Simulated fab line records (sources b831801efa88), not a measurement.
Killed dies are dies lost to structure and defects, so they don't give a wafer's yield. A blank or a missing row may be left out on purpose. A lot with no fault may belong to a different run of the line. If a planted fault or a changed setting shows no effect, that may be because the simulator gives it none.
Matching of chambers :: flow gf180mcu :: 4 sister chambers for GF_V1_CMP_04 on cmp-02
The step polishes SiO2. 16 wafers are shown with their chamber, then 8 later ones without.

EACH WAFER AND ITS CHAMBER
wafer: L644.1
chamber: 2
motor current A (A): 11.9
time to endpoint s (s): 81
head pressure psi (psi): 3.988

wafer: L644.2
chamber: 3
motor current A (A): 11.5
time to endpoint s (s): 79
head pressure psi (psi): 3.996

wafer: L644.3
chamber: 0
motor current A (A): 11.6
time to endpoint s (s): 76
head pressure psi (psi): 3.991

wafer: L646.1
chamber: 3
motor current A (A): 10.4
time to endpoint s (s): 84
head pressure psi (psi): 3.996

wafer: L647.1
chamber: 1
motor current A (A): 13.9
time to endpoint s (s): 76
head pressure psi (psi): 3.998

wafer: L647.5
chamber: 2
motor current A (A): 11.5
time to endpoint s (s): 83
head pressure psi (psi): 4.008

wafer: L656.2
chamber: 0
motor current A (A): 11.8
time to endpoint s (s): 67
head pressure psi (psi): 3.985

wafer: L656.4
chamber: 3
motor current A (A): 11.3
time to endpoint s (s): 78
head pressure psi (psi): 3.998

wafer: L656.5
chamber: 1
motor current A (A): 13.7
time to endpoint s (s): 75
head pressure psi (psi): 4.006

wafer: L657.1
chamber: 2
motor current A (A): 12.1
time to endpoint s (s): 81
head pressure psi (psi): 4.010

wafer: L657.2
chamber: 3
motor current A (A): 11.3
time to endpoint s (s): 73
head pressure psi (psi): 4.001

wafer: L657.6
chamber: 0
motor current A (A): 12.0
time to endpoint s (s): 78
head pressure psi (psi): 4.012

wafer: L658.1
chamber: 3
motor current A (A): 11.4
time to endpoint s (s): 71
head pressure psi (psi): 3.993

wafer: L658.3
chamber: 1
motor current A (A): 14.0
time to endpoint s (s): 78
head pressure psi (psi): 4.012

wafer: L658.6
chamber: 2
motor current A (A): 12.0
time to endpoint s (s): 84
head pressure psi (psi): 4.010

wafer: L663.2
chamber: 0
motor current A (A): 11.9
time to endpoint s (s): 81
head pressure psi (psi): 4.006

SIGNATURES, as means of the wafers listed above
reading: motor current A
chamber 0: 11.825
chamber 1: 13.867
chamber 2: 11.875
chamber 3: 11.180
scatter within a chamber: 0.307

reading: time to endpoint s
chamber 0: 75.50
chamber 1: 76.33
chamber 2: 82.25
chamber 3: 77.00
scatter within a chamber: 4.34

reading: head pressure psi
chamber 0: 3.99850
chamber 1: 4.00533
chamber 2: 4.00400
chamber 3: 3.99680
scatter within a chamber: 0.00892
Rule: for each reading, subtract the chamber's mean from the wafer's reading, divide by that reading's scatter and square the result; add these up over the readings and take the root, which gives the wafer's distance from the chamber. If the next closest chamber is less than 2 further off than the closest, the wafer can't be placed; otherwise it belongs to the closest. The scatter: the root of (the sum of the squares of (reading less its chamber's mean) over the shown wafers, divided by (wafers less chambers)).

WAFERS WITHOUT THEIR CHAMBER
wafer: L663.4
motor current A (A): 11.7
time to endpoint s (s): 86
head pressure psi (psi): 3.990

wafer: L663.6
motor current A (A): 11.9
time to endpoint s (s): 86
head pressure psi (psi): 4.010

wafer: L664.2
motor current A (A): 12.4
time to endpoint s (s): 78
head pressure psi (psi): 3.996

wafer: L664.5
motor current A (A): 11.5
time to endpoint s (s): 81
head pressure psi (psi): 4.010

wafer: L664.6
motor current A (A): 14.3
time to endpoint s (s): 80
head pressure psi (psi): 4.009

wafer: L665.1
motor current A (A): 13.7
time to endpoint s (s): 78
head pressure psi (psi): 4.004

wafer: L665.4
motor current A (A): 11.8
time to endpoint s (s): 88
head pressure psi (psi): 3.992

wafer: L665.6
motor current A (A): 14.1
time to endpoint s (s): 81
head pressure psi (psi): 3.996

CHAMBER TAKEN BY EACH
wafer: L663.4
from the rows above: can't be placed: 2 or 0 or 3
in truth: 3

wafer: L663.6
from the rows above: can't be placed: 2 or 0
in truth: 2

wafer: L664.2
from the rows above: can't be placed: 0 or 2
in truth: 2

wafer: L664.5
from the rows above: can't be placed: 2 or 3 or 0
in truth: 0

wafer: L664.6
from the rows above: 1
in truth: 1

wafer: L665.1
from the rows above: 1
in truth: 1

wafer: L665.4
from the rows above: can't be placed: 2 or 0 or 3
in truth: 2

wafer: L665.6
from the rows above: 1
in truth: 1
Correctly placed: 3 of 8. Cannot be placed on the basis of these rows: 5; the candidates contain the true chamber in 5. Wrongly placed: 0.
